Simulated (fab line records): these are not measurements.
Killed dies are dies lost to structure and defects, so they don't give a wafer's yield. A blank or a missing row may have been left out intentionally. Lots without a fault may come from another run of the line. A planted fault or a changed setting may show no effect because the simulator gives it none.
fab line records | flow gf180mcu | part 2 of 2: steps 32 to 41 of 41
record: lots: 5 wafers: 15 lastDay: 34
route steps=602 shown SAB@271 SALICIDE@278 CONTACT@287
lots that met no fault: from a run of the same line without faults
startH: hours from the record's opening day to when the first of the lot's shown wafers began | waitH: hours since the lot's step before | " the same as in the row above | L1.1+2: a single row standing in for several wafers | - either no value or no given start | * or withheld: withheld | < > ~ a bound
route shown NAME@n: a module of which the file shows steps, and the number in the route of the first | usual: mean/standard deviation taken from wafers without a fault | same: alike in all rows | chamber/n: place in a boat | sites: per-site readings | _std_site: standard deviation of those values | _edge_site: mean of outer sites minus mean of inner sites | radiusMm: how far each site lies from the wafer's centre | mask NAME#n: copy n | behind: the most recent tool/chamber to have shaped the wafer | hold: cause of the lot's hold/its duration in hours/its outcome | device: the n, p or np transistor that did not switch | end of line: at the end of the route, the tests of the same wafers | a step with no rows: only its recipe | killed: the dies lost at the first sort to structure and to defects; this is not the yield of the wafer | map: shows each die of a wafer: x if killed, . if not, _ if none is there
set.NAME: the run value of the setting; set.NAME@STEP: its run value at that earlier step | model.NAME: the simulator's own value behind a step, which no gauge read
a table for each step, a row for each wafer; lots at some steps of the route
services: when a tool's chamber went out of use (startH, in hours from the record's first day, below 0 if earlier), for how many hours, and the reason
== steps ==
step: GF_CONTACT_OVL_MEAS_15
usual: CONTACT_OVL: -2/5.3
columns lot.wafer tool chamber startH waitH CONTACT_OVL[nm]
L079.1 overlay-02 - 408.33 0.1 -2
L079.3 " - " " -5
L079.6 " - " " -3
L088.2 overlay-01 - 487.18 0.1 -7
L088.4 " - " " -1
L088.5 " - " " -3
L092.2 overlay-01 - 537.75 0.1 -7
L092.3 " - " " -2
L092.4 " - " " -1
L096.2 overlay-02 - 544.52 0.1 -6
L096.3 " - " " -5
L096.4 " - " " -6
L097.3 overlay-02 - 565.09 0.1 2
L097.5 " - " " 4
L097.6 " - " " -8
step: GF_CONTACT_ETCH_16
recipe: chemistry: N2/H2 targetDepthA: withheld overetchA: withheld timeS: withheld target: BARC ionEnergyEv: 200 sourceW: 500 biasW: 100 pressureMtorr: 30 n2FlowSccm: 100 h2FlowSccm: 200
usual: drypumpMotorCurrentA: 5.8/0.49 n2FlowSccm: 100.03/0.3 oesProductAu: 0.854/0.0049 throttleValvePct: 13.226/0.0081
columns lot.wafer tool chamber startH waitH drypumpMotorCurrentA n2FlowSccm oesProductAu throttleValvePct
L079.1 rieDiel-04 2 408.36 0.0 6.6 99.99 0.851 13.223
L079.3 " 0 " " 6.1 99.95 0.852 13.214
L079.6 " 1 " " 4.9 100.00 0.858 13.224
L088.2 rieDiel-04 0 487.21 0.0 6.1 99.93 0.855 13.217
L088.4 " 1 " " 4.9 100.15 0.857 13.226
L088.5 " 3 " " 6.0 99.88 0.854 13.239
L092.2 rieDiel-02 0 537.78 0.0 5.8 100.22 0.858 13.227
L092.3 " 2 " " 5.9 100.00 0.854 13.222
L092.4 " 3 " " 5.6 99.57 0.852 13.236
L096.2 rieDiel-02 2 544.55 0.0 5.9 99.83 0.848 13.218
L096.3 " 3 " " 5.6 100.52 0.850 13.240
L096.4 " 1 " " 5.5 100.12 0.857 13.224
L097.3 rieDiel-02 0 565.11 0.0 5.8 99.63 0.854 13.222
L097.5 " 1 " " 5.5 99.46 0.851 13.221
L097.6 " 2 " " 5.8 99.94 0.855 13.241
step: GF_CONTACT_ETCH_17
recipe: chemistry: C4F8/O2/Ar maskMaterial: KrF target: SiO2 stopOn: CoSi2 sourceW: 1500 biasW: 1200 pressureMtorr: 40 c4f8FlowSccm: withheld O2_flow_sccm: 6 Ar_flow_sccm: 300 timeS: withheld targetDepthA: 8600
usual: oesProductAu: 0.814/0.0044
columns lot.wafer tool chamber startH waitH oesProductAu
L079.1 rieDiel-04 2 - - 0.815
L079.3 " 0 " " 0.813
L079.6 " 1 " " 0.817
L088.2 rieDiel-04 0 - - 0.814
L088.4 " 1 " " 0.823
L088.5 " 3 " " 0.815
L092.2 rieDiel-02 0 - - 0.808
L092.3 " 2 " " 0.816
L092.4 " 3 " " 0.818
L096.2 rieDiel-02 2 - - 0.808
L096.3 " 3 " " 0.811
L096.4 " 1 " " 0.815
L097.3 rieDiel-02 0 - - 0.814
L097.5 " 1 " " 0.810
L097.6 " 2 " " 0.809
step: GF_CONTACT_STRIP_18
recipe: chemistry: O2/N2 powerW: 1400 pressureMtorr: 1500 platenTempC: 250 o2FlowSccm: 3000 n2FlowSccm: 300 overashFraction: 0.5
usual: drypumpMotorCurrentA: 5.9/0.43 heaterPowerW: 344/38 n2FlowSccm: 299.9/0.97 oesProductAu: 0.579/0.0054
columns lot.wafer tool chamber startH waitH drypumpMotorCurrentA heaterPowerW n2FlowSccm oesProductAu rfHoursCounterH
L079.1 plasmaAsher-01 1 408.53 - 6.1 312 300.6 0.582 75
L079.3 " 0 " " 6.4 328 299.9 0.581 -
L079.6 " 0 " " 6.4 326 298.8 0.584 -
L088.2 plasmaAsher-03 0 487.38 - 5.4 302 299.9 0.571 72
L088.4 " 0 " " 5.4 298 301.1 0.576 -
L088.5 " 0 " " 5.4 302 300.7 0.583 -
L092.2 plasmaAsher-02 0 537.95 - 6.5 415 299.8 0.576 44
L092.3 " 1 " " 5.4 365 300.6 0.572 -
L092.4 " 0 " " 6.5 409 299.2 0.570 -
L096.2 plasmaAsher-02 1 544.72 - 5.4 373 299.9 0.580 46
L096.3 " 0 " " 6.5 412 299.5 0.576 -
L096.4 " 1 " " 5.4 361 300.0 0.573 -
L097.3 plasmaAsher-03 0 565.31 - 5.4 293 300.0 0.578 -
L097.5 " 0 " " 5.4 302 298.9 0.570 -
L097.6 " 1 " " 5.8 355 301.4 0.578 -
step: GF_CONTACT_CLEAN_19
recipe: chemistry: SPM
columns lot.wafer tool chamber startH waitH
L079.1+3+6 wetBench-02 1 408.63 0.1
L088.2+4+5 wetBench-02 3 487.48 0.1
L092.2+3+4 wetBench-01 3 538.05 0.1
L096.2+3+4 wetBench-01 1 544.82 0.1
L097.3+5+6 wetBench-04 3 565.38 0.0
step: GF_CONTACT_CLEAN_20
recipe: chemistry: DIW
columns lot.wafer tool chamber startH waitH
L079.1+3+6 wetBench-01 0 408.72 0.0
L088.2+4+5 wetBench-04 1 487.57 0.0
L092.2+3+4 wetBench-04 2 538.14 0.0
L096.2+3+4 wetBench-01 0 545.00 0.0
L097.3+5+6 wetBench-01 2 565.47 0.0
step: GF_CONTACT_CLEAN_21
recipe: chemistry: dHF timeS: 20 dilution: 100:1 dry: ipaMarangoni
columns lot.wafer tool chamber startH waitH
L079.1+3+6 wetBench-02 3 408.81 0.0
L088.2+4+5 wetBench-02 3 487.66 0.0
L092.2+3+4 wetBench-01 3 538.23 0.0
L096.2+3+4 wetBench-02 1 545.22 0.0
L097.3+5+6 wetBench-04 2 565.57 0.0
step: GF_CONTACT_SPUTTER_22
recipe: material: Ti targetThkNm: 15 chamberPressurePa: 5 powerW: 2500 substrateTempC: 200 timeS: 80.02
usual: throttleValvePct: 29.8/0.95
columns lot.wafer tool chamber startH waitH throttleValvePct
L079.1 pvdSputter-01 - 408.82 0.0 29.4
L079.3 " - " " 28.5
L079.6 " - " " 28.6
L088.2 pvdSputter-03 - 487.67 0.0 30.7
L088.4 " - " " 28.3
L088.5 " - " " 28.4
L092.2 pvdSputter-04 - 538.24 0.0 30.1
L092.3 " - " " 30.6
L092.4 " - " " 30.5
L096.2 pvdSputter-03 - 545.23 0.0 28.7
L096.3 " - " " 30.4
L096.4 " - " " 28.2
L097.3 pvdSputter-01 - 565.58 0.0 30.8
L097.5 " - " " 29.2
L097.6 " - " " 29.2
step: GF_CONTACT_SPUTTER_23
recipe: material: TiN targetThkNm: 10 chamberPressurePa: 5 powerW: 4000 timeS: 40
usual: throttleValvePct: 29.8/0.94
columns lot.wafer tool chamber startH waitH throttleValvePct
L079.1 pvdSputter-01 - 408.95 0.1 29.3
L079.3 " - " " 28.7
L079.6 " - " " 28.6
L088.2 pvdSputter-03 - 487.73 0.0 30.3
L088.4 " - " " 28.4
L088.5 " - " " 28.4
L092.2 pvdSputter-04 - 538.30 0.0 29.8
L092.3 " - " " 30.8
L092.4 " - " " 30.3
L096.2 pvdSputter-03 - 545.29 0.0 28.4
L096.3 " - " " 30.6
L096.4 " - " " 28.6
L097.3 pvdSputter-01 - 565.64 0.0 30.9
L097.5 " - " " 29.2
L097.6 " - " " 29.2
step: GF_CONTACT_CVD_24
recipe: material: W targetThkNm: 300 timeS: 90.339 tempC: 400 pressureTorr: 40
usual: heaterPowerW: 871/30
columns lot.wafer tool chamber startH waitH heaterPowerW
L079.1 cvdW-01 1 409.02 0.0 855
L079.3 " 0 " " 835
L079.6 " 0 " " 823
L088.2 cvdW-02 0 487.83 0.1 855
L088.4 " 0 " " 872
L088.5 " 0 " " 885
L092.2 cvdW-01 1 538.34 0.0 853
L092.3 " 0 " " 829
L092.4 " 1 " " 853
L096.2 cvdW-02 1 545.33 0.0 919
L096.3 " 1 " " 917
L096.4 " 0 " " 874
L097.3 cvdW-01 0 565.71 0.1 836
L097.5 " 1 " " 838
L097.6 " 0 " " 834
== services ==
columns tool chamber startH hours kind
hdpcvd-01 - 359.58 0.5 repair
rieDiel-04 0 385.04 9.5 repair
cvdW-01 - 390.00 14.0 pm
cmp-02 - 391.09 0.8 repair
plasmaAsher-02 - 402.05 3.9 repair
krfScanner-02 - 404.58 1.3 pm
cmp-02 - 404.90 4.0 pm
rieDiel-04 - 422.26 2.8 pm
rieDiel-02 - 442.60 0.5 repair
cmp-02 - 448.72 0.3 repair
plasmaAsher-02 - 451.09 2.6 repair
cmp-02 - 456.48 1.1 repair
wetBench-02 - 462.38 1.5 repair
rieDiel-04 2 474.04 16.1 repair
pvdSputter-04 - 481.48 4.3 repair
rieDiel-02 1 497.25 5.0 repair
rieDiel-02 0 504.20 6.3 repair
cmp-02 - 508.31 0.2 repair
rieDiel-04 1 513.75 4.6 repair
cmp-02 - 518.56 4.8 pm
plasmaAsher-02 - 529.04 2.2 repair
pvdSputter-03 - 537.34 0.5 repair
rieDiel-02 - 547.75 14.6 pm
pvdSputter-04 - 562.72 5.7 repair
